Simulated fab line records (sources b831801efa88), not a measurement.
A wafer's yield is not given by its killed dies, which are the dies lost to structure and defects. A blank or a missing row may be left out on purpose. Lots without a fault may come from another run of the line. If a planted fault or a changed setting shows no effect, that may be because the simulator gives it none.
Which of the tools did it? | flow sky130 | Sampling: 11 lots, 33 wafers, 5 of 708 route steps

== WHAT THE GAUGES SHOWED, per wafer ==
SKY_VIA3_OVL_MEAS_13. Usual: for VIA3_OVL the level is -5 nm and the standard deviation is 4.8.
lot  | measured     | on         | VIA3_OVL (nm) | flag
L161 | day 39 14:35 | overlay-02 | -11 -10 -6    |
L162 | day 40 01:52 | overlay-02 | 1 1 -4        |
L163 | day 40 06:11 | overlay-02 | -2 -2 0       |
L168 | day 42 01:56 | overlay-01 | -14 -8 -4     |
L170 | day 42 12:59 | overlay-01 | -2 -2 -5      |
L173 | day 43 08:07 | overlay-01 | -3 2 -1       |
L175 | day 44 00:20 | overlay-01 | -1 -9 1       |
L176 | day 44 14:28 | overlay-02 | -4 -4 -2      |
L179 | day 44 21:14 | overlay-01 | -4 -1 4       |
L183 | day 45 23:19 | overlay-02 | -9 -12 -6     |
L184 | day 46 02:35 | overlay-01 | 1 -2 -3       |

SKY_CAP2M_THK_MEAS_01. Usual: for CAP2M_CVD_00_THK the level is 15.60 nm and the standard deviation is 0.23.
lot  | measured     | on            | CAP2M_CVD_00_THK (nm) | flag
L161 | day 39 16:10 | film-metro-03 | 15.48 15.62 15.79     |
L162 | day 40 03:31 | film-metro-04 | 15.41 15.22 15.65     |
L163 | day 40 08:11 | film-metro-03 | 15.34 15.27 15.76     |
L168 | day 42 03:51 | film-metro-04 | 15.70 15.83 15.93     |
L170 | day 42 14:34 | film-metro-01 | 15.43 15.78 15.83     |
L173 | day 43 10:23 | film-metro-03 | 15.39 15.46 15.56     |
L175 | day 44 01:55 | film-metro-03 | 15.44 14.64 15.65     |
L176 | day 44 16:03 | film-metro-01 | 14.74 15.94 14.86     |
L179 | day 44 22:49 | film-metro-03 | 15.28 15.42 15.55     |
L183 | day 46 00:56 | film-metro-01 | 15.69 15.44 16.05     |
L184 | day 46 04:13 | film-metro-04 | 15.79 15.78 16.10     |

SKY_CAP2M_OVL_MEAS_12. Usual: for CAP2M_OVL the level is -0.5 nm and the standard deviation is 1.4.
lot  | measured     | on         | CAP2M_OVL (nm) | flag
L161 | day 40 16:25 | overlay-01 | -0.9 -2.7 -1.1 |
L162 | day 41 04:07 | overlay-02 | -0.8 -1.7 2.0  |
L163 | day 41 09:13 | overlay-01 | 0.3 -0.9 -0.2  |
L168 | day 43 02:46 | overlay-01 | 0.3 0.8 -0.1   |
L170 | day 43 13:49 | overlay-02 | -0.3 -0.1 -0.1 |
L173 | day 44 09:04 | overlay-01 | -0.2 1.7 -1.2  |
L175 | day 45 00:19 | overlay-01 | 0.5 -0.1 -1.3  |
L176 | day 45 13:49 | overlay-01 | 0.9 -2.7 -1.6  |
L179 | day 45 19:49 | overlay-01 | -0.1 1.0 1.8   |
L183 | day 46 21:52 | overlay-02 | -0.7 -0.9 -1.1 |
L184 | day 47 00:34 | overlay-02 | -1.8 -0.1 -2.7 |

== WHICH TOOL RAN EACH LOT (tool, then ch and the chambers of the sampled wafers, then the start) ==
lot  | SKY_VIA3_SPUTTER_20          | SKY_CAP2M_CVD_00
L161 | pvd-sputter-02, day 39 15:19 | pecvd-01 ch 0,1, day 39 16:07
L162 | pvd-sputter-02, day 40 02:40 | pecvd-02 ch 0,2, day 40 03:29
L163 | pvd-sputter-01, day 40 07:20 | pecvd-02 ch 0,1,2, day 40 08:09
L168 | pvd-sputter-01, day 42 03:00 | pecvd-03 ch 0,1,2, day 42 03:49
L170 | pvd-sputter-01, day 42 13:43 | pecvd-01 ch 0,1, day 42 14:31
L173 | pvd-sputter-01, day 43 08:51 | pecvd-01 ch 0,1,2, day 43 10:22
L175 | pvd-sputter-01, day 44 01:05 | pecvd-01 ch 0,2, day 44 01:54
L176 | pvd-sputter-04, day 44 15:11 | pecvd-01 ch 0,1,2, day 44 16:01
L179 | pvd-sputter-04, day 44 21:58 | pecvd-02 ch 0,2, day 44 22:47
L183 | pvd-sputter-04, day 46 00:06 | pecvd-03 ch 0,2, day 46 00:55
L184 | pvd-sputter-02, day 46 03:22 | pecvd-03 ch 0,1,2, day 46 04:11
- SKY_VIA3_SPUTTER_20: material TiN, target thk 20 nm, time 80 s.
- SKY_CAP2M_CVD_00: deposits SiO2, target thk 15.5 nm.

== AS READ BY THE TOOLS THEMSELVES (means over the sampled wafers that have a number; for cases with no such wafer, the mark the record gives instead) ==
SKY_VIA3_SPUTTER_20. Usual: cathode-dc-power-W 4000.0 W, standard deviation 0.71; throttle-valve-pct 30.2 %, standard deviation 1.4.
lot  | tool           | cathode-dc-power-W (W) | throttle-valve-pct (%) | flag
L161 | pvd-sputter-02 | 4000.4                 | 30.1                   |
L162 | pvd-sputter-02 | 4000.4                 | 29.3                   |
L163 | pvd-sputter-01 | 3999.3                 | 30.5                   |
L168 | pvd-sputter-01 | 3999.6                 | 32.1                   |
L170 | pvd-sputter-01 | 3999.5                 | 30.5                   |
L173 | pvd-sputter-01 | 4000.1                 | 31.5                   |
L175 | pvd-sputter-01 | 4000.6                 | 31.0                   |
L176 | pvd-sputter-04 | 4000.2                 | 30.3                   |
L179 | pvd-sputter-04 | 4000.2                 | 31.2                   |
L183 | pvd-sputter-04 | 3999.8                 | 29.6                   |
L184 | pvd-sputter-02 | 4000.3                 | 29.2                   |

SKY_CAP2M_CVD_00. Usual: heater-power-w reads 703 W (standard deviation 110).
lot  | tool     | heater-power-w (W) | flag
L161 | pecvd-01 | 711                |
L162 | pecvd-02 | 624                |
L163 | pecvd-02 | 705                |
L168 | pecvd-03 | 682                |
L170 | pecvd-01 | 760                |
L173 | pecvd-01 | 743                |
L175 | pecvd-01 | 869                |
L176 | pecvd-01 | 753                |
L179 | pecvd-02 | 730                |
L183 | pecvd-03 | 644                |
L184 | pecvd-03 | 643                |

== THE ANSWER, worked out from the rows above alone ==
Rule: a lot is off if the mean of its wafers that have a number lies more than 3 standard deviations from the usual mean. A lot without any number at a reading at which 4 lots or more have one is off too. The other lots that the step has rows for count as sound. After the gauges, taken in route order, come the tools' own readings; for these a lot's mean is taken, as printed above. At the first step where some lot is off, the reading lying furthest off is the one used; lots without a number count as furthest.
Nothing can be told from this: no lot is off at any reading shown.

== WHAT THE SIMULATOR HAD PUT IN ==
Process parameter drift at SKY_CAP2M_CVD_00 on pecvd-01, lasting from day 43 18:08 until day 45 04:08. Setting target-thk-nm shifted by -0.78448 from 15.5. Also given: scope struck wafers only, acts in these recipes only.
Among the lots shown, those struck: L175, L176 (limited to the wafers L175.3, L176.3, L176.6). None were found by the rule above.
